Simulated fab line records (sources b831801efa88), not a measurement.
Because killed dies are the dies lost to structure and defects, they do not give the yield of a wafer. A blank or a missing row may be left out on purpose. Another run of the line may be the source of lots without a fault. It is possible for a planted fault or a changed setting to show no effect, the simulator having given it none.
fab line records :: flow sky130
record
  lots=12
  wafers=36
  last-day=50
route steps=708 shown VIA2@516 METAL3@532 CAPM@537 PAD_OPEN@708
lots with no fault: from the same line, run without faults
start-h: hours from the record's opening day to when the first of the lot's shown wafers began :: wait-h: how many hours have passed since the lot's step before this one :: " the same as in the row above :: L1.1+2: a row that stands for several wafers :: - no value, or no start given :: * or withheld: withheld :: < > ~ a bound
route shown NAME@n: a module of which the file shows steps, and the number in the route of the first :: usual: mean/standard deviation of fault-free wafers :: same: alike in all rows :: chamber/n: place in a boat :: sites: the reading at each site :: _std_site: standard deviation of those values :: _edge_site: the outer-site mean with the inner-site mean subtracted :: radius-mm: how far each site lies from the wafer's centre :: mask NAME#n: copy n :: behind: tool/chamber where the wafer was last shaped :: hold: reason for holding the lot/hours on hold/outcome of the hold :: device: the transistor (n, p or np) that didn't switch :: end of line: tests of these same wafers at the route's end :: a step with no rows: only its recipe :: killed: count of dies lost to structure and defects at first sort (not the wafer's yield) :: map: shows each die of a wafer: x if killed, . if not, _ if none is there
set.NAME: the setting the step ran with; set.NAME@STEP: the setting that earlier step ran with :: model.NAME: the simulator's own value behind a step, which no gauge read
the route's steps for a sample of lots (tables are steps, rows are wafers)
services: from which hour (start-h, from the record's first day; less than 0 if before it) a tool's chamber was out of use, for how many hours, and why
## steps
# step SKY_VIA2_EXPOSE_09
# recipe
  mask-id=VIM2
  na=0.8
  source-shape=annular
  sigma-inner=0.55
  sigma-outer=0.85
  target-cd-nm=200
  dose-mj=38
lot.wafer: L242.1+2+3
tool: krf-scanner-02
chamber: 0
start-h: 832.11
wait-h: -
mask: VIM2#0

lot.wafer: L243.1+3+6
tool: krf-scanner-02
chamber: 0
start-h: 836.59
wait-h: -
mask: VIM2#0

lot.wafer: L244.4+5+6
tool: krf-scanner-02
chamber: 0
start-h: 850.78
wait-h: -
mask: VIM2#0

lot.wafer: L245.1+2+3
tool: krf-scanner-02
chamber: 0
start-h: 868.09
wait-h: -
mask: VIM2#0

lot.wafer: L246.1+2+5
tool: krf-scanner-01
chamber: 0
start-h: 869.61
wait-h: -
mask: VIM2#0

lot.wafer: L247.2+3+6
tool: krf-scanner-01
chamber: 0
start-h: 877.80
wait-h: -
mask: VIM2#0

lot.wafer: L251.3+4+5
tool: krf-scanner-02
chamber: 0
start-h: 916.17
wait-h: -
mask: VIM2#0

lot.wafer: L253.1+4+5
tool: krf-scanner-01
chamber: 0
start-h: 923.11
wait-h: -
mask: VIM2#0

lot.wafer: L257.3+4+6
tool: krf-scanner-01
chamber: 0
start-h: 945.25
wait-h: -
mask: VIM2#0

lot.wafer: L258.2+3+4
tool: krf-scanner-01
chamber: 0
start-h: 949.96
wait-h: -
mask: VIM2#0

lot.wafer: L259.2+4+6
tool: krf-scanner-01
chamber: 0
start-h: 961.16
wait-h: -
mask: VIM2#0

lot.wafer: L265.1+4+5
tool: krf-scanner-01
chamber: 0
start-h: 996.59
wait-h: -
mask: VIM2#0
# step SKY_VIA2_OVL_MEAS_13
# usual
  VIA2_OVL=4/5.1
lot.wafer: L242.1
tool: overlay-02
chamber: -
start-h: 845.68
wait-h: 0.1
VIA2_OVL[nm]: 5

lot.wafer: L242.2
tool: overlay-02
chamber: -
start-h: 845.68
wait-h: 0.1
VIA2_OVL[nm]: 2

lot.wafer: L242.3
tool: overlay-02
chamber: -
start-h: 845.68
wait-h: 0.1
VIA2_OVL[nm]: 11

lot.wafer: L243.1
tool: overlay-02
chamber: -
start-h: 850.04
wait-h: 0.1
VIA2_OVL[nm]: 3

lot.wafer: L243.3
tool: overlay-02
chamber: -
start-h: 850.04
wait-h: 0.1
VIA2_OVL[nm]: 6

lot.wafer: L243.6
tool: overlay-02
chamber: -
start-h: 850.04
wait-h: 0.1
VIA2_OVL[nm]: 5

lot.wafer: L244.4
tool: overlay-02
chamber: -
start-h: 863.58
wait-h: 0.1
VIA2_OVL[nm]: 9

lot.wafer: L244.5
tool: overlay-02
chamber: -
start-h: 863.58
wait-h: 0.1
VIA2_OVL[nm]: 6

lot.wafer: L244.6
tool: overlay-02
chamber: -
start-h: 863.58
wait-h: 0.1
VIA2_OVL[nm]: 12

lot.wafer: L245.1
tool: overlay-02
chamber: -
start-h: 881.99
wait-h: 0.1
VIA2_OVL[nm]: 1

lot.wafer: L245.2
tool: overlay-02
chamber: -
start-h: 881.99
wait-h: 0.1
VIA2_OVL[nm]: 1

lot.wafer: L245.3
tool: overlay-02
chamber: -
start-h: 881.99
wait-h: 0.1
VIA2_OVL[nm]: 6

lot.wafer: L246.1
tool: overlay-02
chamber: -
start-h: 882.46
wait-h: 0.1
VIA2_OVL[nm]: 14

lot.wafer: L246.2
tool: overlay-02
chamber: -
start-h: 882.46
wait-h: 0.1
VIA2_OVL[nm]: 1

lot.wafer: L246.5
tool: overlay-02
chamber: -
start-h: 882.46
wait-h: 0.1
VIA2_OVL[nm]: 3

lot.wafer: L247.2
tool: overlay-01
chamber: -
start-h: 890.49
wait-h: 0.1
VIA2_OVL[nm]: 0

lot.wafer: L247.3
tool: overlay-01
chamber: -
start-h: 890.49
wait-h: 0.1
VIA2_OVL[nm]: 12

lot.wafer: L247.6
tool: overlay-01
chamber: -
start-h: 890.49
wait-h: 0.1
VIA2_OVL[nm]: 1

lot.wafer: L251.3
tool: overlay-01
chamber: -
start-h: 927.99
wait-h: 0.1
VIA2_OVL[nm]: 75

lot.wafer: L251.4
tool: overlay-01
chamber: -
start-h: 927.99
wait-h: 0.1
VIA2_OVL[nm]: 77

lot.wafer: L251.5
tool: overlay-01
chamber: -
start-h: 927.99
wait-h: 0.1
VIA2_OVL[nm]: 77

lot.wafer: L253.1
tool: overlay-01
chamber: -
start-h: 935.46
wait-h: 0.1
VIA2_OVL[nm]: 16

lot.wafer: L253.4
tool: overlay-01
chamber: -
start-h: 935.46
wait-h: 0.1
VIA2_OVL[nm]: 7

lot.wafer: L253.5
tool: overlay-01
chamber: -
start-h: 935.46
wait-h: 0.1
VIA2_OVL[nm]: 12

lot.wafer: L257.3
tool: overlay-01
chamber: -
start-h: 957.15
wait-h: 0.1
VIA2_OVL[nm]: 0

lot.wafer: L257.4
tool: overlay-01
chamber: -
start-h: 957.15
wait-h: 0.1
VIA2_OVL[nm]: 0

lot.wafer: L257.6
tool: overlay-01
chamber: -
start-h: 957.15
wait-h: 0.1
VIA2_OVL[nm]: 2

lot.wafer: L258.2
tool: overlay-01
chamber: -
start-h: 961.74
wait-h: 0.1
VIA2_OVL[nm]: 13

lot.wafer: L258.3
tool: overlay-01
chamber: -
start-h: 961.74
wait-h: 0.1
VIA2_OVL[nm]: 8

lot.wafer: L258.4
tool: overlay-01
chamber: -
start-h: 961.74
wait-h: 0.1
VIA2_OVL[nm]: 10

lot.wafer: L259.2
tool: overlay-01
chamber: -
start-h: 973.27
wait-h: 0.1
VIA2_OVL[nm]: -1

lot.wafer: L259.4
tool: overlay-01
chamber: -
start-h: 973.27
wait-h: 0.1
VIA2_OVL[nm]: -1

lot.wafer: L259.6
tool: overlay-01
chamber: -
start-h: 973.27
wait-h: 0.1
VIA2_OVL[nm]: -2

lot.wafer: L265.1
tool: overlay-02
chamber: -
start-h: 1008.14
wait-h: 0.1
VIA2_OVL[nm]: 13

lot.wafer: L265.4
tool: overlay-02
chamber: -
start-h: 1008.14
wait-h: 0.1
VIA2_OVL[nm]: 5

lot.wafer: L265.5
tool: overlay-02
chamber: -
start-h: 1008.14
wait-h: 0.1
VIA2_OVL[nm]: 5
# step SKY_VIA2_CVD_21
# recipe
  material=W
  target-thk-nm=420
  time-s=126.4
  temp-c=400
  pressure-torr=40
# usual
  heater-power-w=793/26
lot.wafer: L242.1
tool: cvd-w-02
chamber: 1
start-h: 846.51
wait-h: 0.0
heater-power-w: 809

lot.wafer: L242.2
tool: cvd-w-02
chamber: 0
start-h: 846.51
wait-h: 0.0
heater-power-w: 787

lot.wafer: L242.3
tool: cvd-w-02
chamber: 1
start-h: 846.51
wait-h: 0.0
heater-power-w: 819

lot.wafer: L243.1
tool: cvd-w-02
chamber: 0
start-h: 850.83
wait-h: 0.0
heater-power-w: 785

lot.wafer: L243.3
tool: cvd-w-02
chamber: 1
start-h: 850.83
wait-h: 0.0
heater-power-w: 806

lot.wafer: L243.6
tool: cvd-w-02
chamber: 1
start-h: 850.83
wait-h: 0.0
heater-power-w: 808

lot.wafer: L244.4
tool: cvd-w-02
chamber: 1
start-h: 864.40
wait-h: 0.1
heater-power-w: 800

lot.wafer: L244.5
tool: cvd-w-02
chamber: 0
start-h: 864.40
wait-h: 0.1
heater-power-w: 766

lot.wafer: L244.6
tool: cvd-w-02
chamber: 1
start-h: 864.40
wait-h: 0.1
heater-power-w: 808

lot.wafer: L245.1
tool: cvd-w-01
chamber: 1
start-h: 882.78
wait-h: 0.0
heater-power-w: 782

lot.wafer: L245.2
tool: cvd-w-01
chamber: 0
start-h: 882.78
wait-h: 0.0
heater-power-w: 816

lot.wafer: L245.3
tool: cvd-w-01
chamber: 0
start-h: 882.78
wait-h: 0.0
heater-power-w: 860

lot.wafer: L246.1
tool: cvd-w-01
chamber: 0
start-h: 883.25
wait-h: 0.0
heater-power-w: 852

lot.wafer: L246.2
tool: cvd-w-01
chamber: 1
start-h: 883.25
wait-h: 0.0
heater-power-w: 787

lot.wafer: L246.5
tool: cvd-w-01
chamber: 0
start-h: 883.25
wait-h: 0.0
heater-power-w: 834

lot.wafer: L247.2
tool: cvd-w-02
chamber: 0
start-h: 891.28
wait-h: 0.0
heater-power-w: 784

lot.wafer: L247.3
tool: cvd-w-02
chamber: 1
start-h: 891.28
wait-h: 0.0
heater-power-w: 791

lot.wafer: L247.6
tool: cvd-w-02
chamber: 0
start-h: 891.28
wait-h: 0.0
heater-power-w: 777

lot.wafer: L251.3
tool: cvd-w-02
chamber: 0
start-h: 928.88
wait-h: 0.1
heater-power-w: 792

lot.wafer: L251.4
tool: cvd-w-02
chamber: 1
start-h: 928.88
wait-h: 0.1
heater-power-w: 792

lot.wafer: L251.5
tool: cvd-w-02
chamber: 1
start-h: 928.88
wait-h: 0.1
heater-power-w: 814

lot.wafer: L253.1
tool: cvd-w-02
chamber: 1
start-h: 936.26
wait-h: 0.0
heater-power-w: 815

lot.wafer: L253.4
tool: cvd-w-02
chamber: 0
start-h: 936.26
wait-h: 0.0
heater-power-w: 794

lot.wafer: L253.5
tool: cvd-w-02
chamber: 0
start-h: 936.26
wait-h: 0.0
heater-power-w: 808

lot.wafer: L257.3
tool: cvd-w-01
chamber: 0
start-h: 958.01
wait-h: 0.1
heater-power-w: 807

lot.wafer: L257.4
tool: cvd-w-01
chamber: 1
start-h: 958.01
wait-h: 0.1
heater-power-w: 745

lot.wafer: L257.6
tool: cvd-w-01
chamber: 0
start-h: 958.01
wait-h: 0.1
heater-power-w: 787

lot.wafer: L258.2
tool: cvd-w-01
chamber: 1
start-h: 962.54
wait-h: 0.0
heater-power-w: 744

lot.wafer: L258.3
tool: cvd-w-01
chamber: 1
start-h: 962.54
wait-h: 0.0
heater-power-w: 745

lot.wafer: L258.4
tool: cvd-w-01
chamber: 0
start-h: 962.54
wait-h: 0.0
heater-power-w: 808

lot.wafer: L259.2
tool: cvd-w-01
chamber: 1
start-h: 974.05
wait-h: 0.0
heater-power-w: 739

lot.wafer: L259.4
tool: cvd-w-01
chamber: 0
start-h: 974.05
wait-h: 0.0
heater-power-w: 826

lot.wafer: L259.6
tool: cvd-w-01
chamber: 1
start-h: 974.05
wait-h: 0.0
heater-power-w: 735

lot.wafer: L265.1
tool: cvd-w-01
chamber: 1
start-h: 1008.94
wait-h: 0.0
heater-power-w: 767

lot.wafer: L265.4
tool: cvd-w-01
chamber: 0
start-h: 1008.94
wait-h: 0.0
heater-power-w: 805

lot.wafer: L265.5
tool: cvd-w-01
chamber: 0
start-h: 1008.94
wait-h: 0.0
heater-power-w: 818
# step SKY_METAL3_SPUTTER_00
# recipe
  material=Ti
  target-thk-nm=15
  power-w=3000
  time-s=10
  chamber-pressure-pa=0.4
# usual
  throttle-valve-pct=30.0/1.1
lot.wafer: L242.1
tool: pvd-sputter-02
chamber: -
start-h: 847.12
wait-h: 0.1
throttle-valve-pct: 30.7

lot.wafer: L242.2
tool: pvd-sputter-02
chamber: -
start-h: 847.12
wait-h: 0.1
throttle-valve-pct: 30.2

lot.wafer: L242.3
tool: pvd-sputter-02
chamber: -
start-h: 847.12
wait-h: 0.1
throttle-valve-pct: 27.6

lot.wafer: L243.1
tool: pvd-sputter-04
chamber: -
start-h: 851.68
wait-h: 0.1
throttle-valve-pct: 30.1

lot.wafer: L243.3
tool: pvd-sputter-04
chamber: -
start-h: 851.68
wait-h: 0.1
throttle-valve-pct: 28.4

lot.wafer: L243.6
tool: pvd-sputter-04
chamber: -
start-h: 851.68
wait-h: 0.1
throttle-valve-pct: 30.3

lot.wafer: L244.4
tool: pvd-sputter-02
chamber: -
start-h: 864.96
wait-h: 0.1
throttle-valve-pct: 30.2

lot.wafer: L244.5
tool: pvd-sputter-02
chamber: -
start-h: 864.96
wait-h: 0.1
throttle-valve-pct: 27.7

lot.wafer: L244.6
tool: pvd-sputter-02
chamber: -
start-h: 864.96
wait-h: 0.1
throttle-valve-pct: 30.6

lot.wafer: L245.1
tool: pvd-sputter-03
chamber: -
start-h: 883.39
wait-h: 0.1
throttle-valve-pct: 31.6

lot.wafer: L245.2
tool: pvd-sputter-03
chamber: -
start-h: 883.39
wait-h: 0.1
throttle-valve-pct: 29.6

lot.wafer: L245.3
tool: pvd-sputter-03
chamber: -
start-h: 883.39
wait-h: 0.1
throttle-valve-pct: 30.8

lot.wafer: L246.1
tool: pvd-sputter-02
chamber: -
start-h: 884.29
wait-h: 0.2
throttle-valve-pct: 30.2

lot.wafer: L246.2
tool: pvd-sputter-02
chamber: -
start-h: 884.29
wait-h: 0.2
throttle-valve-pct: 28.1

lot.wafer: L246.5
tool: pvd-sputter-02
chamber: -
start-h: 884.29
wait-h: 0.2
throttle-valve-pct: 30.1

lot.wafer: L247.2
tool: pvd-sputter-03
chamber: -
start-h: 891.92
wait-h: 0.1
throttle-valve-pct: 31.1

lot.wafer: L247.3
tool: pvd-sputter-03
chamber: -
start-h: 891.92
wait-h: 0.1
throttle-valve-pct: 28.7

lot.wafer: L247.6
tool: pvd-sputter-03
chamber: -
start-h: 891.92
wait-h: 0.1
throttle-valve-pct: 28.7

lot.wafer: L251.3
tool: pvd-sputter-03
chamber: -
start-h: 929.59
wait-h: 0.1
throttle-valve-pct: 28.8

lot.wafer: L251.4
tool: pvd-sputter-03
chamber: -
start-h: 929.59
wait-h: 0.1
throttle-valve-pct: 30.9

lot.wafer: L251.5
tool: pvd-sputter-03
chamber: -
start-h: 929.59
wait-h: 0.1
throttle-valve-pct: 31.0

lot.wafer: L253.1
tool: pvd-sputter-02
chamber: -
start-h: 936.87
wait-h: 0.2
throttle-valve-pct: 28.0

lot.wafer: L253.4
tool: pvd-sputter-02
chamber: -
start-h: 936.87
wait-h: 0.2
throttle-valve-pct: 30.4

lot.wafer: L253.5
tool: pvd-sputter-02
chamber: -
start-h: 936.87
wait-h: 0.2
throttle-valve-pct: 27.8

lot.wafer: L257.3
tool: pvd-sputter-04
chamber: -
start-h: 958.57
wait-h: 0.2
throttle-valve-pct: 30.0

lot.wafer: L257.4
tool: pvd-sputter-04
chamber: -
start-h: 958.57
wait-h: 0.2
throttle-valve-pct: 29.2

lot.wafer: L257.6
tool: pvd-sputter-04
chamber: -
start-h: 958.57
wait-h: 0.2
throttle-valve-pct: 30.2

lot.wafer: L258.2
tool: pvd-sputter-03
chamber: -
start-h: 963.15
wait-h: 0.1
throttle-valve-pct: 31.6

lot.wafer: L258.3
tool: pvd-sputter-03
chamber: -
start-h: 963.15
wait-h: 0.1
throttle-valve-pct: 28.8

lot.wafer: L258.4
tool: pvd-sputter-03
chamber: -
start-h: 963.15
wait-h: 0.1
throttle-valve-pct: 29.6

lot.wafer: L259.2
tool: pvd-sputter-03
chamber: -
start-h: 974.66
wait-h: 0.1
throttle-valve-pct: 31.1

lot.wafer: L259.4
tool: pvd-sputter-03
chamber: -
start-h: 974.66
wait-h: 0.1
throttle-valve-pct: 28.6

lot.wafer: L259.6
tool: pvd-sputter-03
chamber: -
start-h: 974.66
wait-h: 0.1
throttle-valve-pct: 31.6

lot.wafer: L265.1
tool: pvd-sputter-02
chamber: -
start-h: 1009.55
wait-h: 0.2
throttle-valve-pct: 30.3

lot.wafer: L265.4
tool: pvd-sputter-02
chamber: -
start-h: 1009.55
wait-h: 0.2
throttle-valve-pct: 30.2

lot.wafer: L265.5
tool: pvd-sputter-02
chamber: -
start-h: 1009.55
wait-h: 0.2
throttle-valve-pct: 30.5
# step SKY_CAPM_CVD_00
# recipe
  material=SiO2
  target-thk-nm=15.5
  temp-c=400
  time-s=withheld
  rf-w=450
# usual
  heater-power-w=708/130
  rf-fwd-power-W=441.3/2.3
lot.wafer: L242.1
tool: pecvd-03
chamber: 2
start-h: 847.28
wait-h: 0.0
heater-power-w: 782
rf-fwd-power-W: 439.9

lot.wafer: L242.2
tool: pecvd-03
chamber: 0
start-h: 847.28
wait-h: 0.0
heater-power-w: 496
rf-fwd-power-W: 440.4

lot.wafer: L242.3
tool: pecvd-03
chamber: 0
start-h: 847.28
wait-h: 0.0
heater-power-w: 494
rf-fwd-power-W: 441.3

lot.wafer: L243.1
tool: pecvd-04
chamber: 0
start-h: 851.84
wait-h: 0.0
heater-power-w: 645
rf-fwd-power-W: 440.0

lot.wafer: L243.3
tool: pecvd-04
chamber: 2
start-h: 851.84
wait-h: 0.0
heater-power-w: 632
rf-fwd-power-W: 439.1

lot.wafer: L243.6
tool: pecvd-04
chamber: 2
start-h: 851.84
wait-h: 0.0
heater-power-w: 628
rf-fwd-power-W: 439.9

lot.wafer: L244.4
tool: pecvd-04
chamber: 1
start-h: 865.13
wait-h: 0.0
heater-power-w: 899
rf-fwd-power-W: 443.9

lot.wafer: L244.5
tool: pecvd-04
chamber: 2
start-h: 865.13
wait-h: 0.0
heater-power-w: 600
rf-fwd-power-W: 441.6

lot.wafer: L244.6
tool: pecvd-04
chamber: 0
start-h: 865.13
wait-h: 0.0
heater-power-w: 673
rf-fwd-power-W: 437.5

lot.wafer: L245.1
tool: pecvd-03
chamber: 2
start-h: 883.55
wait-h: 0.0
heater-power-w: 868
rf-fwd-power-W: 438.1

lot.wafer: L245.2
tool: pecvd-03
chamber: 1
start-h: 883.55
wait-h: 0.0
heater-power-w: 603
rf-fwd-power-W: 443.2

lot.wafer: L245.3
tool: pecvd-03
chamber: 0
start-h: 883.55
wait-h: 0.0
heater-power-w: 615
rf-fwd-power-W: 441.3

lot.wafer: L246.1
tool: pecvd-02
chamber: 2
start-h: 884.45
wait-h: 0.0
heater-power-w: 626
rf-fwd-power-W: 444.9

lot.wafer: L246.2
tool: pecvd-02
chamber: 0
start-h: 884.45
wait-h: 0.0
heater-power-w: 907
rf-fwd-power-W: 442.0

lot.wafer: L246.5
tool: pecvd-02
chamber: 2
start-h: 884.45
wait-h: 0.0
heater-power-w: 640
rf-fwd-power-W: 445.9

lot.wafer: L247.2
tool: pecvd-03
chamber: 2
start-h: 892.07
wait-h: 0.0
heater-power-w: 794
rf-fwd-power-W: 441.0

lot.wafer: L247.3
tool: pecvd-03
chamber: 0
start-h: 892.07
wait-h: 0.0
heater-power-w: 554
rf-fwd-power-W: 441.8

lot.wafer: L247.6
tool: pecvd-03
chamber: 2
start-h: 892.07
wait-h: 0.0
heater-power-w: 811
rf-fwd-power-W: 439.2

lot.wafer: L251.3
tool: pecvd-02
chamber: 0
start-h: 929.74
wait-h: 0.0
heater-power-w: 860
rf-fwd-power-W: 439.4

lot.wafer: L251.4
tool: pecvd-02
chamber: 1
start-h: 929.74
wait-h: 0.0
heater-power-w: 611
rf-fwd-power-W: 441.4

lot.wafer: L251.5
tool: pecvd-02
chamber: 2
start-h: 929.74
wait-h: 0.0
heater-power-w: 626
rf-fwd-power-W: 442.0

lot.wafer: L253.1
tool: pecvd-04
chamber: 2
start-h: 937.02
wait-h: 0.0
heater-power-w: 602
rf-fwd-power-W: 440.7

lot.wafer: L253.4
tool: pecvd-04
chamber: 1
start-h: 937.02
wait-h: 0.0
heater-power-w: 914
rf-fwd-power-W: 443.6

lot.wafer: L253.5
tool: pecvd-04
chamber: 2
start-h: 937.02
wait-h: 0.0
heater-power-w: 602
rf-fwd-power-W: 436.9

lot.wafer: L257.3
tool: pecvd-03
chamber: 2
start-h: 958.73
wait-h: 0.0
heater-power-w: 863
rf-fwd-power-W: 439.2

lot.wafer: L257.4
tool: pecvd-03
chamber: 0
start-h: 958.73
wait-h: 0.0
heater-power-w: 616
rf-fwd-power-W: 439.6

lot.wafer: L257.6
tool: pecvd-03
chamber: 2
start-h: 958.73
wait-h: 0.0
heater-power-w: 859
rf-fwd-power-W: 440.6

lot.wafer: L258.2
tool: pecvd-02
chamber: 0
start-h: 963.30
wait-h: 0.0
heater-power-w: 945
rf-fwd-power-W: 440.1

lot.wafer: L258.3
tool: pecvd-02
chamber: 2
start-h: 963.30
wait-h: 0.0
heater-power-w: 579
rf-fwd-power-W: 442.9

lot.wafer: L258.4
tool: pecvd-02
chamber: 1
start-h: 963.30
wait-h: 0.0
heater-power-w: 647
rf-fwd-power-W: 442.7

lot.wafer: L259.2
tool: pecvd-04
chamber: 1
start-h: 974.82
wait-h: 0.0
heater-power-w: 936
rf-fwd-power-W: 442.2

lot.wafer: L259.4
tool: pecvd-04
chamber: 2
start-h: 974.82
wait-h: 0.0
heater-power-w: 526
rf-fwd-power-W: 440.3

lot.wafer: L259.6
tool: pecvd-04
chamber: 0
start-h: 974.82
wait-h: 0.0
heater-power-w: 592
rf-fwd-power-W: 441.0

lot.wafer: L265.1
tool: pecvd-04
chamber: 0
start-h: 1009.70
wait-h: 0.0
heater-power-w: 638
rf-fwd-power-W: 440.0

lot.wafer: L265.4
tool: pecvd-04
chamber: 0
start-h: 1009.70
wait-h: 0.0
heater-power-w: 629
rf-fwd-power-W: 438.5

lot.wafer: L265.5
tool: pecvd-04
chamber: 1
start-h: 1009.70
wait-h: 0.0
heater-power-w: 930
rf-fwd-power-W: 445.1
# step SKY_PAD_OPEN_PROBE_99
# usual
  defect-limited-yield=82.7/2.1
  killed_at_M0_to_M3=43/7.2
  killed_at_M4_up=3.2/1.8
  killed-at-contacts=23/5.6
  killed-at-front-end=15/4.6
  killed-at-other=0.3/0.71
  killed-dies=85/10
  killed-open=46/7.8
  killed-short=38/6.5
  sort_bin_3_pad_short=0.8/0.38
  sort_bin_5_function=10.2/1.5
  sort_bin_6_memory=6.3/1.2
  sort-n-pass=407/10
  sort-yield-pct=82.7/2.1
# same
  gross-dies=492
  killed-at-back-side=0
  sort_bin_4_leakage[%]=0
  sort_bin_8_speed[%]=0
lot.wafer: L259.2
tool: prober-02
chamber: -
start-h: 1172.38
wait-h: 0.1
defect-limited-yield[%]: 83.3
killed_at_M0_to_M3: 39
killed_at_M4_up: 5
killed-at-contacts: 23
killed-at-front-end: 14
killed-at-other: 1
killed-dies: 82
killed-open: 39
killed-short: 43
sort_bin_3_pad_short[%]: 1.2
sort_bin_5_function[%]: 9.3
sort_bin_6_memory[%]: 6.1
sort-n-pass: 410
sort-yield-pct[%]: 83.3

lot.wafer: L259.4
tool: prober-02
chamber: -
start-h: 1172.48
wait-h: 0.2
defect-limited-yield[%]: 81.9
killed_at_M0_to_M3: 45
killed_at_M4_up: 5
killed-at-contacts: 24
killed-at-front-end: 15
killed-at-other: 0
killed-dies: 89
killed-open: 47
killed-short: 42
sort_bin_3_pad_short[%]: 1.2
sort_bin_5_function[%]: 9.6
sort_bin_6_memory[%]: 7.3
sort-n-pass: 403
sort-yield-pct[%]: 81.9

lot.wafer: L259.6
tool: prober-02
chamber: -
start-h: 1172.58
wait-h: 0.2
defect-limited-yield[%]: 80.7
killed_at_M0_to_M3: 48
killed_at_M4_up: 1
killed-at-contacts: 25
killed-at-front-end: 20
killed-at-other: 1
killed-dies: 95
killed-open: 63
killed-short: 32
sort_bin_3_pad_short[%]: 1.4
sort_bin_5_function[%]: 10.4
sort_bin_6_memory[%]: 7.5
sort-n-pass: 397
sort-yield-pct[%]: 80.7
# killed by level:class
L259.2 VIA1:geometric-particle:open=9 LI_CONTACT:geometric-particle:open=7 METAL2:geometric-particle:short=7 CONTACT:geometric-particle:open=6 METAL1:geometric-particle:short=5 FIELD_ISO:geometric-particle:short=4 POLY_GATE:geometric-particle:open=4 LI_CONTACT:geometric-particle:short=4
L259.4 VIA1:geometric-particle:open=9 CONTACT:geometric-particle:open=8 METAL1:geometric-particle:short=7 VIA2:geometric-particle:open=7 LI_CONTACT:geometric-particle:open=6 VIA3:geometric-particle:short=6 FIELD_ISO:geometric-particle:open=5 METAL2:geometric-particle:short=5
L259.6 VIA1:geometric-particle:open=15 CONTACT:geometric-particle:open=13 VIA2:geometric-particle:open=9 METAL2:geometric-particle:short=7 FIELD_ISO:geometric-particle:open=6 FIELD_ISO:geometric-particle:short=6 LI_CONTACT:geometric-particle:open=6 VIA3:geometric-particle:open=4
## services
tool: krf-scanner-01
chamber: -
start-h: 811.06
hours: 0.8
kind: pm

tool: krf-scanner-02
chamber: -
start-h: 818.25
hours: 1.3
kind: pm

tool: pvd-sputter-02
chamber: -
start-h: 819.61
hours: 9.3
kind: repair

tool: pvd-sputter-02
chamber: -
start-h: 821.36
hours: 15.1
kind: repair

tool: krf-scanner-01
chamber: -
start-h: 863.46
hours: 0.6
kind: repair

tool: cvd-w-02
chamber: -
start-h: 866.41
hours: 2.0
kind: repair

tool: pvd-sputter-02
chamber: -
start-h: 867.83
hours: 2.4
kind: repair

tool: cvd-w-01
chamber: -
start-h: 904.00
hours: 14.0
kind: pm

tool: pecvd-04
chamber: -
start-h: 921.44
hours: 5.5
kind: pm

tool: pvd-sputter-03
chamber: -
start-h: 924.54
hours: 0.7
kind: repair

tool: krf-scanner-01
chamber: -
start-h: 926.60
hours: 1.3
kind: pm

tool: krf-scanner-01
chamber: -
start-h: 937.99
hours: 0.9
kind: repair

tool: krf-scanner-02
chamber: -
start-h: 943.88
hours: 1.0
kind: pm

tool: krf-scanner-02
chamber: -
start-h: 946.11
hours: 0.8
kind: pm

tool: cvd-w-01
chamber: 0
start-h: 950.89
hours: 4.2
kind: repair

tool: pvd-sputter-03
chamber: -
start-h: 953.60
hours: 6.0
kind: repair

tool: pvd-sputter-03
chamber: -
start-h: 954.75
hours: 1.9
kind: repair

tool: krf-scanner-02
chamber: -
start-h: 963.49
hours: 2.0
kind: repair

tool: cvd-w-02
chamber: 0
start-h: 966.66
hours: 3.1
kind: repair

tool: krf-scanner-01
chamber: -
start-h: 971.93
hours: 1.0
kind: pm

tool: cvd-w-01
chamber: 0
start-h: 976.42
hours: 11.2
kind: repair

tool: cvd-w-02
chamber: -
start-h: 997.24
hours: 2.8
kind: pm

tool: krf-scanner-01
chamber: -
start-h: 999.02
hours: 5.9
kind: repair

tool: krf-scanner-01
chamber: -
start-h: 1007.98
hours: 0.8
kind: pm
## key
first-sign
  step=SKY_VIA2_OVL_MEAS_13
  reading=VIA2_OVL
  direction=up
  sigmas=14
  usual=4
  struck=76
effect none on later readings
met-at SKY_VIA2_EXPOSE_09
struck-lots L251
not-acting-at SKY_VIA2_CVD_21,SKY_METAL3_SPUTTER_00,SKY_CAPM_CVD_00
onset-between 868.09 916.17
fault
  kind=scanner-matching-overlay
  tool=krf-scanner-02
  chamber=-
  onset-h=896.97
  steps=SKY_VIA2_EXPOSE_09
  offset=76.951
